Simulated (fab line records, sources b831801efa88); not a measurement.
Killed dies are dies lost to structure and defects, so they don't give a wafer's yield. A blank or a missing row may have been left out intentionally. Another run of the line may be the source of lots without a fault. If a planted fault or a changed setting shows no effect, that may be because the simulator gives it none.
Which tool is to blame? :: flow gf180mcu :: 24 lots, 72 wafers sampled, at 5 steps of a route of 602

WHAT THE GAUGES SHOWED, per wafer
GF_M5_OVL_MEAS_08. Usual: M5_OVL 2 nm, standard deviation 6.
lot: L074
measured: day 26 10:50
on: overlay-01
M5_OVL (nm): -8 4 -9
flag: 

lot: L075
measured: day 26 18:20
on: overlay-01
M5_OVL (nm): 8 8 8
flag: 

lot: L076
measured: day 27 06:31
on: overlay-01
M5_OVL (nm): -5 -11 0
flag: 

lot: L077
measured: day 27 08:23
on: overlay-02
M5_OVL (nm): 11 9 0
flag: 

lot: L078
measured: day 27 13:43
on: overlay-01
M5_OVL (nm): -1 6 3
flag: 

lot: L079
measured: day 28 02:50
on: overlay-01
M5_OVL (nm): 2 1 6
flag: 

lot: L080
measured: day 28 06:22
on: overlay-02
M5_OVL (nm): 6 4 -2
flag: 

lot: L081
measured: day 28 17:49
on: overlay-02
M5_OVL (nm): -7 7 -3
flag: 

lot: L082
measured: day 28 21:25
on: overlay-01
M5_OVL (nm): 10 0 -1
flag: 

lot: L083
measured: day 29 00:46
on: overlay-02
M5_OVL (nm): 3 -6 -1
flag: 

lot: L084
measured: day 29 06:37
on: overlay-01
M5_OVL (nm): -7 -8 -1
flag: 

lot: L085
measured: day 29 17:09
on: overlay-01
M5_OVL (nm): -1 2 4
flag: 

lot: L086
measured: day 30 00:44
on: overlay-01
M5_OVL (nm): 11 -1 9
flag: 

lot: L087
measured: day 30 10:44
on: overlay-01
M5_OVL (nm): 6 9 0
flag: 

lot: L088
measured: day 30 15:20
on: overlay-02
M5_OVL (nm): 1 -8 -2
flag: 

lot: L089
measured: day 30 20:41
on: overlay-01
M5_OVL (nm): -2 1 1
flag: 

lot: L090
measured: day 31 06:09
on: overlay-02
M5_OVL (nm): 11 8 13
flag: 

lot: L091
measured: day 31 09:55
on: overlay-02
M5_OVL (nm): 2 12 5
flag: 

lot: L092
measured: day 31 14:04
on: overlay-02
M5_OVL (nm): 3 8 3
flag: 

lot: L093
measured: day 31 20:08
on: overlay-01
M5_OVL (nm): 4 6 9
flag: 

lot: L094
measured: day 32 04:40
on: overlay-02
M5_OVL (nm): -7 0 3
flag: 

lot: L095
measured: day 32 10:59
on: overlay-02
M5_OVL (nm): 2 8 1
flag: 

lot: L096
measured: day 32 11:32
on: overlay-02
M5_OVL (nm): 2 2 -2
flag: 

lot: L097
measured: day 32 15:35
on: overlay-02
M5_OVL (nm): 10 10 2
flag: 

WHAT TOOL EACH LOT RAN ON (gives the tool, then ch and the chambers of the sampled wafers, and finally the start)
lot: L074
GF_V3_CMP_26: cmp-02 ch 0,1,3, day 22 17:31
GF_M4_SPUTTER_00: pvd_sputter-02, day 22 17:43
GF_V4_ETCH_17: rie_diel-04 ch 1,3, day 24 15:56 or earlier
GF_MIM_SPUTTER_04: pvd_sputter-01, day 24 15:56

lot: L075
GF_V3_CMP_26: cmp-02 ch 0,2,3, day 23 00:51
GF_M4_SPUTTER_00: pvd_sputter-02, day 23 01:09
GF_V4_ETCH_17: rie_diel-01 ch 0,1,3, day 25 00:40 or earlier
GF_MIM_SPUTTER_04: pvd_sputter-01, day 25 00:40

lot: L076
GF_V3_CMP_26: cmp-02 ch 0,2,3, day 23 13:11
GF_M4_SPUTTER_00: pvd_sputter-03, day 23 13:29
GF_V4_ETCH_17: rie_diel-04 ch 0,1,3, day 25 12:21 or earlier
GF_MIM_SPUTTER_04: pvd_sputter-02, day 25 12:21

lot: L077
GF_V3_CMP_26: cmp-02 ch 1,2, day 23 15:23
GF_M4_SPUTTER_00: pvd_sputter-03, day 23 15:41
GF_V4_ETCH_17: rie_diel-03 ch 0,1,2, day 25 14:28 or earlier
GF_MIM_SPUTTER_04: pvd_sputter-02, day 25 14:28

lot: L078
GF_V3_CMP_26: cmp-01 ch 0,2, day 23 21:46
GF_M4_SPUTTER_00: pvd_sputter-02, day 23 22:04
GF_V4_ETCH_17: rie_diel-04 ch 1,3, day 25 20:37 or earlier
GF_MIM_SPUTTER_04: pvd_sputter-01, day 25 20:37

lot: L079
GF_V3_CMP_26: cmp-01 ch 1,2, day 24 12:19
GF_M4_SPUTTER_00: pvd_sputter-02, day 24 12:37
GF_V4_ETCH_17: rie_diel-01 ch 0,1,3, day 26 09:52 or earlier
GF_MIM_SPUTTER_04: pvd_sputter-02, day 26 09:52

lot: L080
GF_V3_CMP_26: cmp-01 ch 0,1, day 24 15:19
GF_M4_SPUTTER_00: pvd_sputter-02, day 24 15:34
GF_V4_ETCH_17: rie_diel-03 ch 1,2, day 26 13:37 or earlier
GF_MIM_SPUTTER_04: pvd_sputter-04, day 26 13:37

lot: L081
GF_V3_CMP_26: cmp-02 ch 1,2,3, day 25 05:37
GF_M4_SPUTTER_00: pvd_sputter-02, day 25 05:55
GF_V4_ETCH_17: rie_diel-01 ch 0,2,3, day 27 01:52 or earlier
GF_MIM_SPUTTER_04: pvd_sputter-04, day 27 01:52

lot: L082
GF_V3_CMP_26: cmp-01 ch 1,2,3, day 25 08:59
GF_M4_SPUTTER_00: pvd_sputter-02, day 25 09:17
GF_V4_ETCH_17: rie_diel-03 ch 2,3, day 27 05:46 or earlier
GF_MIM_SPUTTER_04: pvd_sputter-01, day 27 05:46

lot: L083
GF_V3_CMP_26: cmp-02 ch 0,1,2, day 25 12:20
GF_M4_SPUTTER_00: pvd_sputter-03, day 25 12:35
GF_V4_ETCH_17: rie_diel-03 ch 0,2,3, day 27 09:16 or earlier
GF_MIM_SPUTTER_04: pvd_sputter-04, day 27 09:16

lot: L084
GF_V3_CMP_26: cmp-02 ch 0,1, day 25 18:19
GF_M4_SPUTTER_00: pvd_sputter-02, day 25 18:37
GF_V4_ETCH_17: rie_diel-04 ch 0,2,3, day 27 14:43 or earlier
GF_MIM_SPUTTER_04: pvd_sputter-02, day 27 14:43

lot: L085
GF_V3_CMP_26: cmp-01 ch 0,1,2, day 26 05:56
GF_M4_SPUTTER_00: pvd_sputter-02, day 26 06:14
GF_V4_ETCH_17: rie_diel-01 ch 0,3, day 28 01:58 or earlier
GF_MIM_SPUTTER_04: pvd_sputter-01, day 28 01:58

lot: L086
GF_V3_CMP_26: cmp-02 ch 1,2,3, day 26 13:40
GF_M4_SPUTTER_00: pvd_sputter-03, day 26 13:55
GF_V4_ETCH_17: rie_diel-03 ch 0,2,3, day 28 09:38 or earlier
GF_MIM_SPUTTER_04: pvd_sputter-01, day 28 09:38

lot: L087
GF_V3_CMP_26: cmp-02 ch 1,2,3, day 27 03:31
GF_M4_SPUTTER_00: pvd_sputter-03, day 27 03:46
GF_V4_ETCH_17: rie_diel-04 ch 0,2,3, day 28 21:28 or earlier
GF_MIM_SPUTTER_04: pvd_sputter-04, day 28 21:28

lot: L088
GF_V3_CMP_26: cmp-02 ch 0,1,2, day 27 06:49
GF_M4_SPUTTER_00: pvd_sputter-02, day 27 06:58
GF_V4_ETCH_17: rie_diel-04 ch 0,1,3, day 29 01:56 or earlier
GF_MIM_SPUTTER_04: pvd_sputter-02, day 29 01:56

lot: L089
GF_V3_CMP_26: cmp-01 ch 0,1,3, day 27 12:30
GF_M4_SPUTTER_00: pvd_sputter-03, day 27 12:45
GF_V4_ETCH_17: rie_diel-03 ch 0,1, day 29 07:43 or earlier
GF_MIM_SPUTTER_04: pvd_sputter-04, day 29 07:43

lot: L090
GF_V3_CMP_26: cmp-02 ch 1,2, day 28 00:31
GF_M4_SPUTTER_00: pvd_sputter-03, day 28 00:49
GF_V4_ETCH_17: rie_diel-03 ch 1,2,3, day 29 17:53 or earlier
GF_MIM_SPUTTER_04: pvd_sputter-01, day 29 17:53

lot: L091
GF_V3_CMP_26: cmp-01 ch 0,2, day 28 03:08
GF_M4_SPUTTER_00: pvd_sputter-04, day 28 03:26
GF_V4_ETCH_17: rie_diel-04 ch 0,2,3, day 29 21:16 or earlier
GF_MIM_SPUTTER_04: pvd_sputter-01, day 29 21:16

lot: L092
GF_V3_CMP_26: cmp-02 ch 0,1,2, day 28 07:11
GF_M4_SPUTTER_00: pvd_sputter-02, day 28 07:26
GF_V4_ETCH_17: rie_diel-04 ch 0,1,3, day 30 01:16 or earlier
GF_MIM_SPUTTER_04: pvd_sputter-02, day 30 01:16

lot: L093
GF_V3_CMP_26: cmp-02 ch 2,3, day 28 15:09
GF_M4_SPUTTER_00: pvd_sputter-02, day 28 15:27
GF_V4_ETCH_17: rie_diel-04 ch 0,1, day 30 08:39 or earlier
GF_MIM_SPUTTER_04: pvd_sputter-02, day 30 08:39

lot: L094
GF_V3_CMP_26: cmp-02 ch 0,2, day 29 00:22
GF_M4_SPUTTER_00: pvd_sputter-03, day 29 00:37
GF_V4_ETCH_17: rie_diel-03 ch 1,3, day 30 17:34 or earlier
GF_MIM_SPUTTER_04: pvd_sputter-01, day 30 17:34

lot: L095
GF_V3_CMP_26: cmp-01 ch 0,1, day 29 07:23
GF_M4_SPUTTER_00: pvd_sputter-02, day 29 07:41
GF_V4_ETCH_17: rie_diel-04 ch 0,1,2, day 30 23:50 or earlier
GF_MIM_SPUTTER_04: pvd_sputter-01, day 30 23:50

lot: L096
GF_V3_CMP_26: cmp-02 ch 0,1,3, day 29 08:25
GF_M4_SPUTTER_00: pvd_sputter-04, day 29 08:43
GF_V4_ETCH_17: rie_diel-04 ch 0,2,3, day 31 01:19 or earlier
GF_MIM_SPUTTER_04: pvd_sputter-04, day 31 01:19

lot: L097
GF_V3_CMP_26: cmp-02 ch 1,2, day 29 13:00
GF_M4_SPUTTER_00: pvd_sputter-04, day 29 13:15
GF_V4_ETCH_17: rie_diel-04 ch 0,3, day 31 05:19 or earlier
GF_MIM_SPUTTER_04: pvd_sputter-04, day 31 05:19
- GF_V3_CMP_26: polishes, stops on SiO2, t overpolish 15 s, target thk 0 nm.
- GF_M4_SPUTTER_00: material Ti, target thk 37.5 nm, time 150 s.
- GF_V4_ETCH_17: etches SiO2 in C4F8/O2/Ar, stops on TiN, target depth 630 nm.
- GF_MIM_SPUTTER_04: material TiN, target thk 50 nm, time 41.7 s.

WHAT THE TOOLS THEMSELVES READ (means of the sampled wafers that have a number; where no wafer has one, the mark that the record gives instead)
GF_V3_CMP_26. Usual: motor_current_A 10.9 A, standard deviation 1.1; overpolish_run_s 15.001 s, standard deviation 0.0092; time_to_endpoint_s 84.1 s, standard deviation 2.7.
lot: L074
tool: cmp-02
motor_current_A (A): 11.1
overpolish_run_s (s): 14.993
time_to_endpoint_s (s): 85.4
flag: 

lot: L075
tool: cmp-02
motor_current_A (A): 10.7
overpolish_run_s (s): 15.000
time_to_endpoint_s (s): 80.5
flag: 

lot: L076
tool: cmp-02
motor_current_A (A): 10.5
overpolish_run_s (s): 14.999
time_to_endpoint_s (s): 80.9
flag: 

lot: L077
tool: cmp-02
motor_current_A (A): 12.4
overpolish_run_s (s): 15.000
time_to_endpoint_s (s): 81.0
flag: 

lot: L078
tool: cmp-01
motor_current_A (A): 9.9
overpolish_run_s (s): 15.001
time_to_endpoint_s (s): 83.1
flag: 

lot: L079
tool: cmp-01
motor_current_A (A): 10.2
overpolish_run_s (s): 15.001
time_to_endpoint_s (s): 86.2
flag: 

lot: L080
tool: cmp-01
motor_current_A (A): 9.6
overpolish_run_s (s): 15.002
time_to_endpoint_s (s): 84.3
flag: 

lot: L081
tool: cmp-02
motor_current_A (A): 11.3
overpolish_run_s (s): 15.011
time_to_endpoint_s (s): 83.7
flag: 

lot: L082
tool: cmp-01
motor_current_A (A): 10.2
overpolish_run_s (s): 14.995
time_to_endpoint_s (s): 82.5
flag: 

lot: L083
tool: cmp-02
motor_current_A (A): 11.7
overpolish_run_s (s): 14.991
time_to_endpoint_s (s): 82.9
flag: 

lot: L084
tool: cmp-02
motor_current_A (A): 12.3
overpolish_run_s (s): 15.004
time_to_endpoint_s (s): 83.9
flag: 

lot: L085
tool: cmp-01
motor_current_A (A): 9.8
overpolish_run_s (s): 15.002
time_to_endpoint_s (s): 85.7
flag: 

lot: L086
tool: cmp-02
motor_current_A (A): 11.1
overpolish_run_s (s): 14.999
time_to_endpoint_s (s): 82.5
flag: 

lot: L087
tool: cmp-02
motor_current_A (A): 11.4
overpolish_run_s (s): 14.996
time_to_endpoint_s (s): 85.0
flag: 

lot: L088
tool: cmp-02
motor_current_A (A): 11.5
overpolish_run_s (s): 14.997
time_to_endpoint_s (s): 84.8
flag: 

lot: L089
tool: cmp-01
motor_current_A (A): 10.4
overpolish_run_s (s): 15.008
time_to_endpoint_s (s): 84.6
flag: 

lot: L090
tool: cmp-02
motor_current_A (A): 11.3
overpolish_run_s (s): 15.001
time_to_endpoint_s (s): 87.7
flag: 

lot: L091
tool: cmp-01
motor_current_A (A): 9.8
overpolish_run_s (s): 14.997
time_to_endpoint_s (s): 81.9
flag: 

lot: L092
tool: cmp-02
motor_current_A (A): 11.5
overpolish_run_s (s): 15.002
time_to_endpoint_s (s): 87.2
flag: 

lot: L093
tool: cmp-02
motor_current_A (A): 10.3
overpolish_run_s (s): 15.005
time_to_endpoint_s (s): 83.5
flag: 

lot: L094
tool: cmp-02
motor_current_A (A): 11.2
overpolish_run_s (s): 15.004
time_to_endpoint_s (s): 84.7
flag: 

lot: L095
tool: cmp-01
motor_current_A (A): 10.0
overpolish_run_s (s): 15.005
time_to_endpoint_s (s): 84.8
flag: 

lot: L096
tool: cmp-02
motor_current_A (A): 11.6
overpolish_run_s (s): 15.005
time_to_endpoint_s (s): 84.3
flag: 

lot: L097
tool: cmp-02
motor_current_A (A): 11.5
overpolish_run_s (s): 14.995
time_to_endpoint_s (s): 86.7
flag: 

GF_M4_SPUTTER_00. Usual: throttle_valve_pct reads 29.2 % (standard deviation 0.76).
lot: L074
tool: pvd_sputter-02
throttle_valve_pct (%): 28.8
flag: 

lot: L075
tool: pvd_sputter-02
throttle_valve_pct (%): 28.6
flag: 

lot: L076
tool: pvd_sputter-03
throttle_valve_pct (%): 29.2
flag: 

lot: L077
tool: pvd_sputter-03
throttle_valve_pct (%): 29.8
flag: 

lot: L078
tool: pvd_sputter-02
throttle_valve_pct (%): 28.9
flag: 

lot: L079
tool: pvd_sputter-02
throttle_valve_pct (%): 29.0
flag: 

lot: L080
tool: pvd_sputter-02
throttle_valve_pct (%): 29.1
flag: 

lot: L081
tool: pvd_sputter-02
throttle_valve_pct (%): 29.1
flag: 

lot: L082
tool: pvd_sputter-02
throttle_valve_pct (%): 29.0
flag: 

lot: L083
tool: pvd_sputter-03
throttle_valve_pct (%): 29.0
flag: 

lot: L084
tool: pvd_sputter-02
throttle_valve_pct (%): 28.6
flag: 

lot: L085
tool: pvd_sputter-02
throttle_valve_pct (%): 28.9
flag: 

lot: L086
tool: pvd_sputter-03
throttle_valve_pct (%): 29.4
flag: 

lot: L087
tool: pvd_sputter-03
throttle_valve_pct (%): 29.6
flag: 

lot: L088
tool: pvd_sputter-02
throttle_valve_pct (%): 28.7
flag: 

lot: L089
tool: pvd_sputter-03
throttle_valve_pct (%): 29.4
flag: 

lot: L090
tool: pvd_sputter-03
throttle_valve_pct (%): 29.4
flag: 

lot: L091
tool: pvd_sputter-04
throttle_valve_pct (%): 30.0
flag: 

lot: L092
tool: pvd_sputter-02
throttle_valve_pct (%): 29.5
flag: 

lot: L093
tool: pvd_sputter-02
throttle_valve_pct (%): 29.2
flag: 

lot: L094
tool: pvd_sputter-03
throttle_valve_pct (%): 29.1
flag: 

lot: L095
tool: pvd_sputter-02
throttle_valve_pct (%): 28.6
flag: 

lot: L096
tool: pvd_sputter-04
throttle_valve_pct (%): 30.0
flag: 

lot: L097
tool: pvd_sputter-04
throttle_valve_pct (%): 29.1
flag: 

GF_V4_ETCH_17. Usual: oes_product_au 0.856 a.u., standard deviation 0.005; rf_fwd_power_W 1492 W, standard deviation 5.1.
lot: L074
tool: rie_diel-04
oes_product_au (a.u.): 0.856
rf_fwd_power_W (W): 1491
flag: 

lot: L075
tool: rie_diel-01
oes_product_au (a.u.): 0.859
rf_fwd_power_W (W): 1494
flag: 

lot: L076
tool: rie_diel-04
oes_product_au (a.u.): 0.851
rf_fwd_power_W (W): 1491
flag: 

lot: L077
tool: rie_diel-03
oes_product_au (a.u.): 0.857
rf_fwd_power_W (W): 1490
flag: 

lot: L078
tool: rie_diel-04
oes_product_au (a.u.): 0.862
rf_fwd_power_W (W): 1495
flag: 

lot: L079
tool: rie_diel-01
oes_product_au (a.u.): 0.853
rf_fwd_power_W (W): 1491
flag: 

lot: L080
tool: rie_diel-03
oes_product_au (a.u.): 0.858
rf_fwd_power_W (W): 1495
flag: 

lot: L081
tool: rie_diel-01
oes_product_au (a.u.): 0.852
rf_fwd_power_W (W): 1484
flag: 

lot: L082
tool: rie_diel-03
oes_product_au (a.u.): 0.857
rf_fwd_power_W (W): 1496
flag: 

lot: L083
tool: rie_diel-03
oes_product_au (a.u.): 0.853
rf_fwd_power_W (W): 1491
flag: 

lot: L084
tool: rie_diel-04
oes_product_au (a.u.): 0.857
rf_fwd_power_W (W): 1493
flag: 

lot: L085
tool: rie_diel-01
oes_product_au (a.u.): 0.854
rf_fwd_power_W (W): 1490
flag: 

lot: L086
tool: rie_diel-03
oes_product_au (a.u.): 0.856
rf_fwd_power_W (W): 1486
flag: 

lot: L087
tool: rie_diel-04
oes_product_au (a.u.): 0.853
rf_fwd_power_W (W): 1489
flag: 

lot: L088
tool: rie_diel-04
oes_product_au (a.u.): 0.854
rf_fwd_power_W (W): 1491
flag: 

lot: L089
tool: rie_diel-03
oes_product_au (a.u.): 0.855
rf_fwd_power_W (W): 1493
flag: 

lot: L090
tool: rie_diel-03
oes_product_au (a.u.): 0.853
rf_fwd_power_W (W): 1493
flag: 

lot: L091
tool: rie_diel-04
oes_product_au (a.u.): 0.856
rf_fwd_power_W (W): 1492
flag: 

lot: L092
tool: rie_diel-04
oes_product_au (a.u.): 0.855
rf_fwd_power_W (W): 1490
flag: 

lot: L093
tool: rie_diel-04
oes_product_au (a.u.): 0.854
rf_fwd_power_W (W): 1485
flag: 

lot: L094
tool: rie_diel-03
oes_product_au (a.u.): 0.856
rf_fwd_power_W (W): 1497
flag: 

lot: L095
tool: rie_diel-04
oes_product_au (a.u.): 0.859
rf_fwd_power_W (W): 1490
flag: 

lot: L096
tool: rie_diel-04
oes_product_au (a.u.): 0.855
rf_fwd_power_W (W): 1492
flag: 

lot: L097
tool: rie_diel-04
oes_product_au (a.u.): 0.852
rf_fwd_power_W (W): 1492
flag: 

GF_MIM_SPUTTER_04. Usual: throttle_valve_pct reads 29.8 % (standard deviation 1).
lot: L074
tool: pvd_sputter-01
throttle_valve_pct (%): 30.3
flag: 

lot: L075
tool: pvd_sputter-01
throttle_valve_pct (%): 30.2
flag: 

lot: L076
tool: pvd_sputter-02
throttle_valve_pct (%): 29.3
flag: 

lot: L077
tool: pvd_sputter-02
throttle_valve_pct (%): 29.1
flag: 

lot: L078
tool: pvd_sputter-01
throttle_valve_pct (%): 30.5
flag: 

lot: L079
tool: pvd_sputter-02
throttle_valve_pct (%): 28.8
flag: 

lot: L080
tool: pvd_sputter-04
throttle_valve_pct (%): 28.8
flag: 

lot: L081
tool: pvd_sputter-04
throttle_valve_pct (%): 29.8
flag: 

lot: L082
tool: pvd_sputter-01
throttle_valve_pct (%): 30.3
flag: 

lot: L083
tool: pvd_sputter-04
throttle_valve_pct (%): 29.9
flag: 

lot: L084
tool: pvd_sputter-02
throttle_valve_pct (%): 28.9
flag: 

lot: L085
tool: pvd_sputter-01
throttle_valve_pct (%): 30.3
flag: 

lot: L086
tool: pvd_sputter-01
throttle_valve_pct (%): 30.8
flag: 

lot: L087
tool: pvd_sputter-04
throttle_valve_pct (%): 29.8
flag: 

lot: L088
tool: pvd_sputter-02
throttle_valve_pct (%): 29.2
flag: 

lot: L089
tool: pvd_sputter-04
throttle_valve_pct (%): 30.7
flag: 

lot: L090
tool: pvd_sputter-01
throttle_valve_pct (%): 30.4
flag: 

lot: L091
tool: pvd_sputter-01
throttle_valve_pct (%): 29.9
flag: 

lot: L092
tool: pvd_sputter-02
throttle_valve_pct (%): 28.6
flag: 

lot: L093
tool: pvd_sputter-02
throttle_valve_pct (%): 29.0
flag: 

lot: L094
tool: pvd_sputter-01
throttle_valve_pct (%): 31.0
flag: 

lot: L095
tool: pvd_sputter-01
throttle_valve_pct (%): 29.7
flag: 

lot: L096
tool: pvd_sputter-04
throttle_valve_pct (%): 30.0
flag: 

lot: L097
tool: pvd_sputter-04
throttle_valve_pct (%): 29.9
flag: 

THE ANSWER, worked out from the rows above alone
Rule: a lot is off if the mean of its wafers that have a number lies more than 3 standard deviations from the usual mean. A lot without any number at a reading at which 4 lots or more have one is off too. All remaining lots with rows at the step are treated as sound. After the gauges, taken in route order, come the tools' own readings; for these a lot's mean is taken, as printed above. At the first step where some lot is off, the reading lying furthest off is the one used; lots without a number count as furthest.
No lot is off at any reading shown: from this, nothing can be told.

WHAT WAS PUT IN BY THE SIMULATOR
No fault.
